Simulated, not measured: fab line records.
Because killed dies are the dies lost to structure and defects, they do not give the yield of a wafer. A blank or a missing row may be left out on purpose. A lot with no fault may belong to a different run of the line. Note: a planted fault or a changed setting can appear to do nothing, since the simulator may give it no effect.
What tool caused it? + flow sky130 + 12 lots with 36 wafers sampled at 3 steps, on a route of 708 steps

## WHAT THE GAUGES READ, wafer by wafer
SKY_VIA3_BOW_MEAS_03. Usual: VIA3_BOW 81 um, standard deviation 7.8.
| lot  | measured     | on           | VIA3_BOW (um) | flag |
|------|--------------|--------------|---------------|------|
| L791 | day 38 03:02 | filmMetro-02 | 83 80 78      |      |
| L792 | day 38 11:06 | filmMetro-01 | 71 83 84      |      |
| L794 | day 39 03:18 | filmMetro-04 | 75 75 88      |      |
| L796 | day 40 12:09 | filmMetro-02 | 89 89 90      |      |
| L797 | day 40 16:28 | filmMetro-01 | 84 80 84      |      |
| L800 | day 41 06:20 | filmMetro-01 | 84 85 84      |      |
| L802 | day 42 00:43 | filmMetro-01 | 81 86 89      |      |
| L803 | day 42 03:16 | filmMetro-04 | 90 92 89      |      |
| L805 | day 42 12:55 | filmMetro-01 | 73 73 59      |      |
| L810 | day 44 08:25 | filmMetro-01 | 84 66 91      |      |
| L814 | day 45 02:03 | filmMetro-01 | 76 82 81      |      |
| L813 | day 45 02:42 | filmMetro-01 | 80 83 64      |      |

SKY_VIA3_CD_MEAS_12: target cd 200 nm. Usual: cdNm reads 200.2 nm (standard deviation 1.2).
| lot  | measured     | on       | cdNm (nm)         | flag |
|------|--------------|----------|-------------------|------|
| L791 | day 39 04:19 | cdSem-01 | 202.3 202.6 199.4 |      |
| L792 | day 39 12:14 | cdSem-02 | 199.9 200.6 201.6 |      |
| L794 | day 40 04:38 | cdSem-01 | 202.1 201.7 201.4 |      |
| L796 | day 41 11:53 | cdSem-01 | 201.5 200.9 200.3 |      |
| L797 | day 41 16:18 | cdSem-01 | 199.2 199.9 200.3 |      |
| L800 | day 42 05:25 | cdSem-01 | 198.9 198.2 199.0 |      |
| L802 | day 42 23:53 | cdSem-02 | 201.6 202.2 200.1 |      |
| L803 | day 43 02:10 | cdSem-02 | 200.6 202.0 200.0 |      |
| L805 | day 43 12:32 | cdSem-02 | 200.6 201.5 201.5 |      |
| L810 | day 45 05:46 | cdSem-02 | 201.4 200.7 201.2 |      |
| L814 | day 45 23:08 | cdSem-01 | 199.4 199.7 199.3 |      |
| L813 | day 45 23:31 | cdSem-01 | 199.8 200.3 199.7 |      |

SKY_VIA3_OVL_MEAS_13. Usual: VIA3_OVL 6 nm, standard deviation 4.8.
| lot  | measured     | on         | VIA3_OVL (nm) | flag |
|------|--------------|------------|---------------|------|
| L791 | day 39 04:25 | overlay-01 | 4 9 -1        |      |
| L792 | day 39 12:21 | overlay-02 | 10 5 7        |      |
| L794 | day 40 04:46 | overlay-02 | 0 3 1         |      |
| L796 | day 41 12:01 | overlay-02 | -4 9 10       |      |
| L797 | day 41 16:25 | overlay-01 | 3 -1 -4       |      |
| L800 | day 42 05:32 | overlay-01 | 6 3 10        |      |
| L802 | day 43 00:01 | overlay-02 | 11 10 7       |      |
| L803 | day 43 02:17 | overlay-01 | -5 3 2        |      |
| L805 | day 43 12:40 | overlay-02 | 8 7 9         |      |
| L810 | day 45 05:53 | overlay-02 | -2 2 6        |      |
| L814 | day 45 23:16 | overlay-02 | 10 16 4       |      |
| L813 | day 45 23:38 | overlay-01 | 10 4 11       |      |

## WHAT TOOL EACH LOT RAN ON (gives the tool, then ch and the chambers of the sampled wafers, and finally the start)
Record: no process step prior to these readings.

## WHAT THE TOOLS THEMSELVES READ (means of the sampled wafers that have a number; where no wafer has one, the mark that the record gives instead)
The record holds no such reading with a usual standard deviation.

## THE ANSWER, worked out from the rows above alone
Rule: take the mean of a lot's wafers that have a number; if it is more than 3 standard deviations from the usual mean, the lot is off. Also off: a lot with no number at a reading for which 4 or more lots have one. Where the step has rows for the other lots, those lots are counted as sound. The gauges are gone through in route order, then the tools' own readings, and for those a lot's mean is taken as printed above. The first step at which some lot is off is used, and at that step the reading that is off furthest; a lot without a number counts as furthest.
No lot is off at any reading shown: from this, nothing can be told.

## WHAT THE SIMULATOR HAD INSERTED
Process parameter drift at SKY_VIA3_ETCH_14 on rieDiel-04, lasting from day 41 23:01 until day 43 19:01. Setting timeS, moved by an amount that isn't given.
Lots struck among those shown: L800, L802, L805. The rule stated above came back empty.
